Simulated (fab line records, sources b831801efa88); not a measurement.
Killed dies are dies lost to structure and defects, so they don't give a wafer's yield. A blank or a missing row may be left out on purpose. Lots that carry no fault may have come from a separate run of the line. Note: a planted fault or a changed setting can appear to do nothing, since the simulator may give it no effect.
Which tool is to blame? :: flow gf180mcu :: 17 wafers from 6 lots sampled at 2 of the route's 602 steps

== WHAT THE GAUGES SHOWED, per wafer ==
GF_M4_RS_MEAS_05: the measuring method here is four-point-probe.
lot: L777
measured: day 22 18:25
on: film-metro-04
M4_ALCU_RS (ohm/sq): 0.0698 0.0697 0.0704

lot: L779
measured: day 23 09:36
on: film-metro-02
M4_ALCU_RS (ohm/sq): 0.0702 0.0702 0.0696

lot: L781
measured: day 24 03:20
on: film-metro-04
M4_ALCU_RS (ohm/sq): 0.0692 0.0698 0.0702

lot: L785
measured: day 25 13:47
on: film-metro-01
M4_ALCU_RS (ohm/sq): 0.0700 0.0703 0.0706

lot: L789
measured: day 26 20:19
on: film-metro-02
M4_ALCU_RS (ohm/sq): 0.0712 0.0704

lot: L799
measured: day 30 01:54
on: film-metro-02
M4_ALCU_RS (ohm/sq): 0.0706 0.0699 0.0705

== EACH LOT AND THE TOOL THAT RAN IT (in order: tool; ch and the chambers of the sampled wafers; start) ==
lot: L777
GF_V3_SPUTTER_21: pvd-sputter-01, day 22 17:28

lot: L779
GF_V3_SPUTTER_21: pvd-sputter-04, day 23 08:41

lot: L781
GF_V3_SPUTTER_21: pvd-sputter-04, day 24 02:25

lot: L785
GF_V3_SPUTTER_21: pvd-sputter-02, day 25 12:50

lot: L789
GF_V3_SPUTTER_21: pvd-sputter-04, day 26 19:25

lot: L799
GF_V3_SPUTTER_21: pvd-sputter-02, day 30 00:58
- GF_V3_SPUTTER_21: material Ti, target thk 15 nm, time 80.02 s.

== THE ANSWER, worked out from the rows above alone ==
Rule: usual is defined by the lots themselves. The widest of any qualifying gaps counts: lots, ordered by their means at a reading, are off when they make up no more than a third of the lots, leave a main group of 4 or more, and stand apart from it by 3 or more times the standard deviation of that group's means. A main group whose means are all the same, to the digits that the tables above print for the reading, isn't used. A lot without any number at a reading at which 4 lots or more have one is off too. All remaining lots with rows at the step are treated as sound.
No lot is off on any of the readings shown, so nothing can be concluded from this.

== WHAT THE SIMULATOR HAD PUT IN ==
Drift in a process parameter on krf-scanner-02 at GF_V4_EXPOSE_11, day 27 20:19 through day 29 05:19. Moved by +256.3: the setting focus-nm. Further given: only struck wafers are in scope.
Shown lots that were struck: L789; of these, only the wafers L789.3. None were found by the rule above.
